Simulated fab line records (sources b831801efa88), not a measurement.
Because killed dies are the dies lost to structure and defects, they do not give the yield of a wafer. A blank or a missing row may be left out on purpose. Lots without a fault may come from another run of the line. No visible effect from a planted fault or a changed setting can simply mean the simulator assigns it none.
Which tool is to blame?	flow gf180mcu	Sampling: 6 lots, 18 wafers, 3 of 602 route steps

## WHAT THE GAUGES READ, wafer by wafer
GF_V4_THK_MEAS_03.
lot	measured	on	V4_CVD_02_THK (nm)
L725	day 23 07:15	film_metro-04	848 851 861
L727	day 24 08:34	film_metro-04	852 856 861
L731	day 25 19:40	film_metro-01	844 847 842
L733	day 26 08:08	film_metro-03	859 848 867
L739	day 28 17:26	film_metro-01	850 846 846
L746	day 30 10:32	film_metro-01	856 854 869

## WHICH TOOL RAN EACH LOT (tool, then ch and the chambers of the sampled wafers, then the start)
lot	GF_V3_CMP_04	GF_V3_STRIP_18
L725	cmp-02 ch 1,2,3, day 21 05:04	plasma_asher-03 ch 1, day 22 05:07
L727	cmp-01 ch 1,2, day 22 07:46	plasma_asher-04 ch 0,1, day 23 07:47
L731	cmp-01 ch 0,2, day 23 21:28	plasma_asher-04 ch 0,1, day 24 19:53
L733	cmp-01 ch 0,2,3, day 24 10:24	plasma_asher-01 ch 0,1, day 25 08:08
L739	cmp-02 ch 1,2,3, day 26 22:43	plasma_asher-01 ch 0,1, day 27 19:31
L746	cmp-01 ch 0,2, day 28 18:40	plasma_asher-04 ch 0,1, day 29 12:52
- GF_V3_CMP_04: polishes SiO2.
- GF_V3_STRIP_18: strips in O2/N2.

## THE ANSWER, worked out from the rows above alone
Rule: the lots themselves supply what counts as usual. Put in order of their means at a reading, lots are off if they are a third of the lots or fewer, leave a main group of 4 or more, and stand apart from it by a gap of 3 or more times the standard deviation of the main group's means; of several such gaps the widest counts. Not used: any main group whose means are identical at the precision the tables above print for the reading. A lot without any number at a reading at which 4 lots or more have one is off too. Where the step has rows for the other lots, those lots are counted as sound.
Nothing can be told from this: no lot is off at any reading shown.

## WHAT THE SIMULATOR HAD INSERTED
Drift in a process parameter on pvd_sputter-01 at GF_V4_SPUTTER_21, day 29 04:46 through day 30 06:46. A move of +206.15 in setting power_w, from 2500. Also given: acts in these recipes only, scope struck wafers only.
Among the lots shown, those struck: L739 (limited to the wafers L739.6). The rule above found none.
